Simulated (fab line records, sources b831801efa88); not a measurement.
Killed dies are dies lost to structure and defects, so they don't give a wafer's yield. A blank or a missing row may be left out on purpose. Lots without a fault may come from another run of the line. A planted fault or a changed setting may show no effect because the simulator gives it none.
One fault seen from 2 desks | flow gf180mcu | each desk has only its own numbers; what lay behind them comes last

THE METROLOGY DESK
What the gauges read, lot by lot, whatever tool the lot ran on: means of the sampled wafers that have a number. A lot is out of limits, marked OUT, if its mean lies more than 4 standard deviations from the usual mean; the brackets give that distance.
Columns: A = PASSIVATION_CVD_00_THK at GF_PASSIVATION_THK_MEAS_01, usual 1004 nm
lot  | first seen here | A
L833 | day 28 03:10    | 1000
L834 | day 28 13:01    | 1014
L836 | day 29 00:02    | 1015
L846 | day 32 02:29    | 1062 (+4.1) OUT
L847 | day 32 07:28    | 1015
L849 | day 32 15:35    | 1008
L850 | day 32 23:05    | 1003
L852 | day 33 17:40    | 997
L853 | day 33 19:19    | 1014
L855 | day 34 03:55    | 1007
L854 | day 34 04:17    | 1002
L856 | day 34 08:07    | 987
This desk's finding: out of limits on L846; first on L846, day 32 02:29 (PASSIVATION_CVD_00_THK at GF_PASSIVATION_THK_MEAS_01). In limits: L833, L834, L836, L847, L849, L850, L852, L853, L855, L854, L856.

THE TOOL OWNER'S DESK: pecvd-04
The tool's own readings at GF_PASSIVATION_CVD_00 (deposits SiO2 from TEOS, target thk 1000 nm, time 111.95 s): means of the sampled wafers that have a number, for each lot that ran on this tool. A lot is out of limits, marked OUT, if its mean lies more than 4 standard deviations from the usual mean; the brackets give that distance.
Columns: A = heater_power_w at GF_PASSIVATION_CVD_00, usual 712 W; B = run_length_s at GF_PASSIVATION_CVD_00, usual 139.9 s
lot  | first seen here | A   | B
L846 | day 32 02:23    | 715 | 144.8 (+7.7) OUT
L856 | day 34 08:02    | 690 | 139.7
This desk's finding: out of limits on L846; first on L846, day 32 02:23 (run_length_s at GF_PASSIVATION_CVD_00). In limits: L856.

PUT TOGETHER
The tool owner's desk could have raised an alarm at day 32 02:23, on L846.
The metrology desk could have raised an alarm at day 32 02:29, on L846.
Of the lots named, all ran GF_PASSIVATION_CVD_00 on pecvd-04.

WHAT THE SIMULATOR HAD PUT IN
Process parameter drift: pecvd-04, from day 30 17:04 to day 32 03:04, at GF_PASSIVATION_CVD_00. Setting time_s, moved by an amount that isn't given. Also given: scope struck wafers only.
Lots struck among those shown: L846.
Hours from the fault's start to each desk's first reading out of limits: the tool owner's desk, 33; the metrology desk, 33.
